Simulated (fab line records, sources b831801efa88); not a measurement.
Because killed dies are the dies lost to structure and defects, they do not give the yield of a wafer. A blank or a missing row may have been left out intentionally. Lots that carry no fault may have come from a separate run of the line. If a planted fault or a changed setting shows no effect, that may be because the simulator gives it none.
Matching of chambers ; flow sky130 ; SKY_CONTACT_CMP_04 on cmp-01: 4 sister chambers
The step polishes SiO2. 14 wafers are shown with their chamber, then 7 later ones without.

## WAFERS, EACH WITH ITS CHAMBER
wafer;chamber;motor_current_A (A);time_to_endpoint_s (s)
L653.1;3;11.8;83
L653.2;2;8.3;79
L653.3;1;13.3;81
L656.4;1;13.2;77
L656.5;2;8.8;80
L656.6;3;11.5;85
L658.1;1;12.8;86
L658.3;0;13.1;87
L658.6;0;12.8;86
L660.2;2;9.0;83
L660.3;0;11.6;91
L660.4;3;12.3;84
L662.3;0;12.7;81
L662.4;1;13.0;79

SIGNATURES (means of the wafers above)
reading;chamber 0;chamber 1;chamber 2;chamber 3;scatter within a chamber
motor_current_A;12.550;13.075;8.700;11.867;0.45
time_to_endpoint_s;86.25;80.75;80.67;84.00;3.26
Rule: distance of a wafer from a chamber = root of the sum over the readings of ((wafer's reading minus chamber's mean) / reading's scatter) squared. If the next closest chamber is less than 2 further off than the closest, the wafer can't be placed; otherwise it belongs to the closest. The scatter: the root of (the sum of the squares of (reading less its chamber's mean) over the shown wafers, divided by (wafers less chambers)).

## WAFERS MISSING THEIR CHAMBER
wafer;motor_current_A (A);time_to_endpoint_s (s)
L662.5;13.1;79
L664.3;8.8;83
L664.5;12.2;87
L664.6;8.4;79
L665.3;12.1;84
L665.4;13.1;81
L665.6;13.1;78

## CHAMBER TAKEN BY EACH
wafer;from the rows above;in truth
L662.5;can't be placed: 1 or 0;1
L664.3;2;2
L664.5;can't be placed: 0 or 3 or 1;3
L664.6;2;2
L665.3;can't be placed: 3 or 0 or 1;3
L665.4;can't be placed: 1 or 0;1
L665.6;can't be placed: 1 or 0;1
Placed correctly: 2 of 7. From these rows, 5 cannot be placed; in 5 the true chamber is one of the candidates. 0 placed wrongly.
